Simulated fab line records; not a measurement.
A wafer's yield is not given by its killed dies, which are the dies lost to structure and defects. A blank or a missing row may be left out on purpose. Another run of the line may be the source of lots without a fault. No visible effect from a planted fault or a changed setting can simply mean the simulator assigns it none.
Struck lot and sound lot, side by side ; flow sky130 ; 14 steps out of a route of 708
Sound: these wafers, L655.2, L655.3, L655.4. The struck wafers were L647.2, L647.3, L647.5. The cause is named last.
For every step that has rows: the tool of each side, followed by ch and its chambers, followed by its first start. Under that, the readings that differ: sound wafers ; struck wafers ; difference of the means ; sigmas: that difference in standard deviations of wafers without a fault.
alike: words and numbers the same on both sides, and readings whose means are apart by under 2 such deviations; not compared: readings that were withheld, readings missing a value for some wafer, numbers with overlapping values and no deviation given by the record, and bounds like >300 which may hide the same value.
A row with sigmas, a row that says differs or no value, or rows on one side alone: a step with any of these is where the two part. Non-overlapping numbers with no deviation appear without sigmas and do not part them. A reading missing from all wafers of one side parts the sides only when that side holds two or more wafers.

first, 4 steps without rows for these wafers: SKY_METAL2_STRIP_21 (strips in post etch residue remover, time 1200 s); SKY_METAL2_CLEAN_22 (cleans in IPA, time 180 s); SKY_METAL2_CLEAN_23 (cleans in O3/DIW); SKY_VIA2_HDPCVD_00 (deposits SiO2, target thk 1180 nm, time 196.7 s).
SKY_VIA2_THK_MEAS_01:
  sound on film_metro-03 at day 41 19:11; struck on film_metro-03 at day 38 16:49
  alike: VIA2_HDPCVD_THK
SKY_VIA2_CMP_02: polishes SiO2.
  sound on cmp-02 ch 1,2,3, day 41 19:17; struck on cmp-02 ch 0,2,3, day 38 16:59
  alike: motor_current_A
SKY_VIA2_BOW_MEAS_03:
  sound on film_metro-03 at day 41 19:36; struck on film_metro-01 at day 38 17:15
  alike: VIA2_BOW
then, 5 steps without rows for these wafers: SKY_VIA2_DEHYDRATE_04 (time 60 s); SKY_VIA2_HMDS_05 (prime time 60 s); SKY_VIA2_COAT_06 (resist thk 60 nm); SKY_VIA2_COAT_07 (resist thk 450 nm); SKY_VIA2_SOFTBAKE_08 (time 90 s).
SKY_VIA2_EXPOSE_09: exposes mask VIM2, target cd 200 nm.
  struck on krf_scanner-02, day 39 05:41; sound on krf_scanner-02 ch 0, day 42 06:29
  no value came back on the struck wafers for exposure_dose_mJ_cm2, focus_offset_nm (nm), na; on the sound wafers exposure_dose_mJ_cm2 reads 37.97 37.94 38.02
  alike: mask
then, 1 step without rows for these wafers: SKY_VIA2_PEB_10.

## WHERE THEY PART
Only at SKY_VIA2_EXPOSE_09, within this record.

WHY: whatever the simulator had introduced
Whole step skipped at SKY_VIA2_EXPOSE_09 on krf_scanner-02, starting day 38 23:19. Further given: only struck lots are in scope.
